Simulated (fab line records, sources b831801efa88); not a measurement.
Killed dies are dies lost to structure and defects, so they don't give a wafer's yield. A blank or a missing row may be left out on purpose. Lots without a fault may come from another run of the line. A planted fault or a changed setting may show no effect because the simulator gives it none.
Chamber matching | flow gf180mcu | GF_V5_CVD_02 on pecvd-03: 3 sister chambers
The step deposits SiO2 from TEOS, target thk 1450 nm, time 163.28 s. 14 wafers are shown with their chamber, then 7 later ones without.

WAFERS WITH THEIR CHAMBER
wafer  | chamber | heater_power_w (W)
L074.2 | 1       | 876
L074.5 | 2       | 773
L074.6 | 1       | 961
L080.1 | 0       | 702
L080.3 | 2       | 657
L080.6 | 1       | 968
L081.3 | 0       | 755
L081.4 | 0       | 822
L081.5 | 1       | 969
L082.1 | 1       | 824
L082.3 | 2       | 637
L082.4 | 1       | 919
L087.1 | 0       | 735
L087.2 | 1       | 845

SIGNATURES (means of the wafers above)
reading        | chamber 0 | chamber 1 | chamber 2 | scatter within a chamber
heater_power_w | 753.50    | 908.86    | 689.00    | 60.9
Rule: a wafer's distance from a chamber is the root of the sum, over the readings, of the square of ((its reading less the chamber's mean) divided by the reading's scatter). The wafer belongs to the nearest chamber; if the next one is less than 2 further off, it can't be placed. The scatter: the root of (the sum of the squares of (reading less its chamber's mean) over the shown wafers, divided by (wafers less chambers)).

WAFERS WITHOUT THEIR CHAMBER
wafer  | heater_power_w (W)
L087.6 | 753
L094.2 | 747
L094.4 | 767
L094.6 | 673
L096.1 | 710
L096.3 | 727
L096.6 | 800

WHICH CHAMBER EACH WENT THROUGH
wafer  | from the rows above          | in truth
L087.6 | can't be placed: 0 or 2      | 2
L094.2 | can't be placed: 0 or 2      | 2
L094.4 | can't be placed: 0 or 2      | 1
L094.6 | can't be placed: 2 or 0      | 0
L096.1 | can't be placed: 2 or 0      | 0
L096.3 | can't be placed: 0 or 2      | 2
L096.6 | can't be placed: 0 or 1 or 2 | 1
Placed correctly: 0 of 7. Can't be placed from these rows: 7 (the true chamber is among the candidates in 6). Placed wrongly: 0.
